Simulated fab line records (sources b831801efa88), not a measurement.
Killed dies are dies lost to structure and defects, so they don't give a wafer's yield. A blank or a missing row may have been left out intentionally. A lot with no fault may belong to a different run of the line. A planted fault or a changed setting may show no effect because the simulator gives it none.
A lot that was struck, set against a sound lot	flow gf180mcu	14 steps out of a route of 602
Sound: these wafers, L345.2, L345.3, L345.5. Wafers struck: L339.3, L339.4, L339.5. Last of all comes the cause.
Order at every step that has rows: each side's tool, ch and its chambers, its first start. Under that, the readings that differ: sound wafers	struck wafers	difference of the means	sigmas: that difference in standard deviations of wafers without a fault.
alike: same words and numbers on both sides, and readings whose means sit less than 2 such deviations apart. not compared: any withheld reading, any reading some wafer has no value for, any bound like >300 that may hide the same value, and any number with overlapping values for which the record gives no deviation.
A row with sigmas, a row that says differs or no value, or rows on one side alone: a step with any of these is where the two part. Numbers that have no deviation but don't overlap get no sigmas and don't part them. A reading that every wafer of one side lacks parts them only if that side has two wafers or more.

GF_CONTACT_CMP_27: polishes, stops on SiO2, t overpolish 15 s, target thk 0 nm.
  sound on cmp-02 ch 0,1, day 24 02:44; struck on cmp-02 ch 0,1,3, day 21 23:08
  alike: motor_current_A, overpolish_run_s, retaining_ring_pressure_frac, time_to_endpoint_s
GF_M1_SPUTTER_00: material Ti, target thk 37.5 nm, time 150 s.
  sound on pvd_sputter-02, day 24 02:59; struck on pvd_sputter-03, day 21 23:26
  alike: throttle_valve_pct
GF_M1_SPUTTER_01: material TiN, target thk 30 nm, time 25 s.
  sound on pvd_sputter-02, day 24 03:05; struck on pvd_sputter-03, day 21 23:32
  alike: throttle_valve_pct
GF_M1_SPUTTER_02: material AlCu, target thk 450 nm, time 23.9 s.
  sound on pvd_sputter-02, day 24 03:07; struck on pvd_sputter-03, day 21 23:34
  alike: throttle_valve_pct
GF_M1_SPUTTER_03: material Ti, target thk 10 nm, time 6.7 s.
  sound on pvd_sputter-02, day 24 03:08; struck on pvd_sputter-03, day 21 23:35
  alike: throttle_valve_pct
then, 1 step without rows for these wafers: GF_M1_SPUTTER_04 (material TiN, target thk 50 nm, time 41.7 s).
GF_M1_RS_MEAS_05: a four-point-probe measurement.
  sound on film_metro-03, day 24 03:13; struck on film_metro-02, day 21 23:41
  alike: M1_ALCU_RS
GF_M1_THK_MEAS_06: measures by xrf.
  sound on film_metro-03, day 24 03:20; struck on film_metro-02, day 21 23:47
  alike: M1_ALCU_THK
then, 4 steps without rows for these wafers: GF_M1_DEHYDRATE_07 (time 60 s); GF_M1_HMDS_08 (prime time 60 s); GF_M1_COAT_09 (resist thk 1000 nm); GF_M1_SOFTBAKE_10 (time 60 s).
GF_M1_EXPOSE_11: exposes mask Metal1, target cd 230 nm.
  sound on krf_scanner-01 ch 0, day 24 14:07; struck on krf_scanner-01, day 22 11:37
  no value came back on the struck wafers for exposure_dose_mJ_cm2, focus_offset_nm (nm); on the sound wafers exposure_dose_mJ_cm2 reads 27.95 27.98 27.99
  alike: mask
then, 1 step without rows for these wafers: GF_M1_PEB_12 (peb time 90 s).

WHERE THEY PART
Only at GF_M1_EXPOSE_11, as far as this record shows.

WHY: what had been put in by the simulator
Entire step skipped (krf_scanner-01, GF_M1_EXPOSE_11), from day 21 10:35 onward. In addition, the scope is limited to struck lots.
